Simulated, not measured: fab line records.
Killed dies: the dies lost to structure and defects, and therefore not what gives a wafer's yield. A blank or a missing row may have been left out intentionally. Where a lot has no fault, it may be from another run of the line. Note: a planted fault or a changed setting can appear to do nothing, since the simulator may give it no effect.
Which tool did it? + flow sky130 + 33 wafers from 11 lots sampled at 3 of the route's 708 steps

## WHAT EACH GAUGE READ, for each wafer
SKY_VIA2_THK_MEAS_01. Usual: for VIA2_HDPCVD_THK the level is 1175 nm and the standard deviation is 12.
| lot  | measured     | on           | VIA2_HDPCVD_THK (nm)          | flag |
|------|--------------|--------------|-------------------------------|------|
| L650 | day 35 13:30 | filmMetro-04 | 1180 1180 1177                |      |
| L651 | day 35 19:47 | filmMetro-03 | 1161 1178 1171                |      |
| L652 | day 36 05:30 | filmMetro-04 | 1194 1194 1183                |      |
| L654 | day 36 15:44 | filmMetro-01 | 1157 1178 1167                |      |
| L657 | day 38 03:10 | filmMetro-03 | 1176 1174 1122 1176 1174 1122 |      |
| L659 | day 38 11:19 | filmMetro-03 | 1172 1103 1150 1171 1104 1149 |      |
| L668 | day 41 15:25 | filmMetro-01 | 1172 1148 1161                |      |
| L669 | day 41 16:01 | filmMetro-01 | 1163 1182 1183                |      |
| L670 | day 41 19:24 | filmMetro-04 | 1171 1172 1169                |      |
| L671 | day 41 22:28 | filmMetro-01 | 1166 1182 1174                |      |
| L672 | day 42 02:47 | filmMetro-01 | 1172 1185 1169                |      |

## WHAT TOOL EACH LOT RAN ON (gives the tool, then ch and the chambers of the sampled wafers, and finally the start)
| lot  | SKY_VIA1_SPUTTER_20         | SKY_VIA2_HDPCVD_00               |
|------|-----------------------------|----------------------------------|
| L650 | pvdSputter-03, day 34 07:59 | hdpcvd-01 ch 1,2, day 35 13:22   |
| L651 | pvdSputter-02, day 34 14:06 | hdpcvd-02 ch 0,2, day 35 19:40   |
| L652 | pvdSputter-01, day 35 00:20 | hdpcvd-01 ch 0,2, day 36 05:22   |
| L654 | pvdSputter-01, day 35 11:25 | hdpcvd-02 ch 0,1,2, day 36 15:37 |
| L657 | pvdSputter-02, day 36 22:43 | hdpcvd-02 ch 1,2, day 38 03:03   |
| L659 | pvdSputter-01, day 37 07:30 | hdpcvd-02 ch 0,1,2, day 38 11:11 |
| L668 | pvdSputter-03, day 40 12:48 | hdpcvd-02 ch 1,2, day 41 15:17   |
| L669 | pvdSputter-01, day 40 14:02 | hdpcvd-01 ch 0,1,2, day 41 15:52 |
| L670 | pvdSputter-03, day 40 17:24 | hdpcvd-01 ch 0,1,2, day 41 19:16 |
| L671 | pvdSputter-02, day 40 20:46 | hdpcvd-02 ch 0,1,2, day 41 22:23 |
| L672 | pvdSputter-02, day 41 00:34 | hdpcvd-01 ch 1,2, day 42 02:40   |
- SKY_VIA1_SPUTTER_20: material TiN, target thk 20 nm, time 80 s.
- SKY_VIA2_HDPCVD_00: deposits SiO2, target thk 1180 nm, time 196.7 s.

## AS READ BY THE TOOLS THEMSELVES (means over the sampled wafers that have a number; for cases with no such wafer, the mark the record gives instead)
SKY_VIA1_SPUTTER_20. Usual: chamberPressurePa 5.000 Pa, standard deviation 0.0097; throttleValvePct 29.8 %, standard deviation 0.92.
| lot  | tool          | chamberPressurePa (Pa) | throttleValvePct (%) | flag |
|------|---------------|------------------------|----------------------|------|
| L650 | pvdSputter-03 | 5.004                  | 30.4                 |      |
| L651 | pvdSputter-02 | 5.003                  | 28.8                 |      |
| L652 | pvdSputter-01 | 5.012                  | 30.1                 |      |
| L654 | pvdSputter-01 | 4.995                  | 29.8                 |      |
| L657 | pvdSputter-02 | 5.001                  | 29.1                 |      |
| L659 | pvdSputter-01 | 5.000                  | 29.9                 |      |
| L668 | pvdSputter-03 | 5.006                  | 29.6                 |      |
| L669 | pvdSputter-01 | 5.004                  | 29.3                 |      |
| L670 | pvdSputter-03 | 5.008                  | 30.1                 |      |
| L671 | pvdSputter-02 | 5.003                  | 29.5                 |      |
| L672 | pvdSputter-02 | 5.006                  | 29.2                 |      |

SKY_VIA2_HDPCVD_00. Usual: pressureMtorr 6.000 mTorr, standard deviation 0.012; runLengthS 224.8 s, standard deviation 0.48.
| lot  | tool      | pressureMtorr (mTorr) | runLengthS (s) | flag |
|------|-----------|-----------------------|----------------|------|
| L650 | hdpcvd-01 | 5.999                 | 225.0          |      |
| L651 | hdpcvd-02 | 6.008                 | 225.0          |      |
| L652 | hdpcvd-01 | 5.992                 | 224.6          |      |
| L654 | hdpcvd-02 | 6.006                 | 224.8          |      |
| L657 | hdpcvd-02 | 5.992                 | 221.4          | OFF  |
| L659 | hdpcvd-02 | 6.012                 | 222.0          | OFF  |
| L668 | hdpcvd-02 | 6.009                 | 224.3          |      |
| L669 | hdpcvd-01 | 6.004                 | 224.6          |      |
| L670 | hdpcvd-01 | 5.994                 | 224.8          |      |
| L671 | hdpcvd-02 | 6.001                 | 224.7          |      |
| L672 | hdpcvd-01 | 6.003                 | 225.0          |      |

## THE ANSWER, worked out from the rows above alone
Rule: a lot counts as off when the mean over its wafers that have a number is more than 3 standard deviations away from the usual mean. A lot without any number at a reading at which 4 lots or more have one is off too. The other lots that the step has rows for count as sound. The gauges are gone through in route order, then the tools' own readings, and for those a lot's mean is taken as printed above. At the first step where some lot is off, the reading lying furthest off is the one used; lots without a number count as furthest.
Off: L657, L659, at SKY_VIA2_HDPCVD_00 (runLengthS).
A tool fits if, at that step or a process step before it, it ran every lot that is off, and no sound lot after the first of them. None of those tried fits.

## WHAT HAD BEEN PUT IN BY THE SIMULATOR
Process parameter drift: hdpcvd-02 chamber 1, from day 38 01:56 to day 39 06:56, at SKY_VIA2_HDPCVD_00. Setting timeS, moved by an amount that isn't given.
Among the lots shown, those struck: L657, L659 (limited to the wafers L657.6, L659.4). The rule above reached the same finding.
